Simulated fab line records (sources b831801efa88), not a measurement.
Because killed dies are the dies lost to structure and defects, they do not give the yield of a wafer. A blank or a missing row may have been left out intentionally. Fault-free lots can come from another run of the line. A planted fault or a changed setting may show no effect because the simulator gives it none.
Comparing a struck lot with a sound one / flow sky130 / 17 steps out of a route of 708
Sound: wafers L282.1, L282.2, L282.4. Wafers L272.2, L272.3, L272.4 were the ones struck. Last of all comes the cause.
At each step with rows: each side's tool, then ch and its chambers, then its first start. Under that, the readings that differ: sound wafers / struck wafers / difference of the means / sigmas: that difference in standard deviations of wafers without a fault.
alike: same words and numbers on both sides, and readings whose means sit less than 2 such deviations apart. not compared: any withheld reading, any reading some wafer has no value for, any bound like >300 that may hide the same value, and any number with overlapping values for which the record gives no deviation.
A row with sigmas, a row that says differs or no value, or rows on one side alone: a step with any of these is where the two part. Non-overlapping numbers with no deviation appear without sigmas and do not part them. A reading that every wafer of one side lacks parts them only if that side has two wafers or more.

SKY_LDD_P_OVL_MEAS_08:
  struck on overlay-01, day 22 10:34; sound on overlay-01, day 25 23:24
  alike: LDD_P_OVL
following that, these wafers have no rows for 1 step: SKY_LDD_P_IMPLANT_09.
SKY_LDD_P_STRIP_10: strips in O2/N2.
  sound on plasma-asher-03 ch 0,1, day 25 23:35; struck on plasma-asher-01 ch 0,1, day 22 10:45
  alike: drypump-motor-current-A, n2-flow-sccm, oes-product-au, strip-time-to-endpoint-s
  not compared: rf-hours-counter-h
SKY_LDD_P_TW_MEAS_11:
  struck on film-metro-03, day 22 10:52; sound on film-metro-03, day 25 23:41
  alike: LDD_P_TW
then, 7 steps without rows for these wafers: SKY_LDD_HVN_DEHYDRATE_00 (time 60 s); SKY_LDD_HVN_HMDS_01 (prime time 60 s); SKY_LDD_HVN_COAT_02 (resist thk 300 nm); SKY_LDD_HVN_SOFTBAKE_03 (time 60 s); SKY_LDD_HVN_EXPOSE_04 (exposes mask HVNTM, target cd 700 nm); SKY_LDD_HVN_PEB_05; SKY_LDD_HVN_DEVELOP_06 (develop time 60 s).
SKY_LDD_HVN_OVL_MEAS_07:
  struck on overlay-01, day 23 16:38; sound on overlay-01, day 27 04:41
  alike: LDD_HVN_OVL
SKY_LDD_HVN_IMPLANT_08:
  sound on implanter-02 ch 0, day 27 04:43; struck on implanter-01 ch 0, day 23 17:01
SKY_LDD_HVN_STRIP_09: strips in O2/N2.
  sound on plasma-asher-01 ch 0,1, day 27 04:52; struck on plasma-asher-02 ch 0,1, day 23 17:08
  alike: drypump-motor-current-A, n2-flow-sccm, oes-product-au, strip-time-to-endpoint-s
  not compared: rf-hours-counter-h
SKY_LDD_HVN_TW_MEAS_10:
  struck on film-metro-04, day 23 17:14; sound on film-metro-04, day 27 04:58
reading=LDD_HVN_TW; sound=1429 1417 1426; struck=1791 1776 1767; difference=+354; sigmas=+48
then, 1 step without rows for these wafers: SKY_LDD_HVP_DEHYDRATE_00 (time 60 s).
-- here the record skips 24 days between the struck wafers' starts before and after, leaving off in module LDD_HVP and picking up in module PAD_OPEN (first step shown: number 708 of the route) --
SKY_PAD_OPEN_PROBE_99:
  struck on prober-01, day 48 00:14; sound on prober-01, day 50 05:39
reading=killed-short; sound=31 43 30; struck=51 38 54; difference=+13; sigmas=+2
reading=model.etest.tip_n_5v.rs-ohm-sq; sound=1399 1398 1402; struck=852.7 853.7 856; difference=-545.5; sigmas=
reading=model.etest.nfet-g5v0d10v5.r-on-ohm-um; sound=1891 1882 1873; struck=1738 1760 1758; difference=-130; sigmas=
reading=model.etest.nfet-g5v0d10v5.drive-ua-um; sound=604.2 599.5 602.7; struck=637.9 635.6 643.4; difference=+36.8; sigmas=
reading=model.etest.nfet_05v0_nvt.drive-ua-um; sound=572.9 564.3 573.7; struck=589 585 589; difference=+17; sigmas=
reading=model.etest.tip_n_5v.rs-ohm-sq-range; sound=31.96 32.45 32.14; struck=18.97 18.77 20.73; difference=-12.69; sigmas=
reading=model.etest.res-ndiff-hv.rs-ohm-sq; sound=114.2 112.9 113.8; struck=111.9 111.5 111.9; difference=-1.9; sigmas=
reading=model.etest.ring_5v.delay-ps; sound=45.05 44.49 44.78; struck=44.02 43.96 43.84; difference=-0.83; sigmas=
reading=model.etest.nfet_05v0_nvt.off-log10-a-um; sound=-11.29 -11.09 -11.26; struck=-10.58 -10.71 -10.69; difference=+0.55; sigmas=
  alike: killed_at_M0_to_M3, killed_at_M4_up, killed-at-contacts, killed-at-front-end, killed-at-other, killed-dies, killed-open

WHERE THEY PART
At SKY_LDD_HVN_TW_MEAS_10 first; at SKY_PAD_OPEN_PROBE_99 last (within this record only).

WHY: whatever the simulator had introduced
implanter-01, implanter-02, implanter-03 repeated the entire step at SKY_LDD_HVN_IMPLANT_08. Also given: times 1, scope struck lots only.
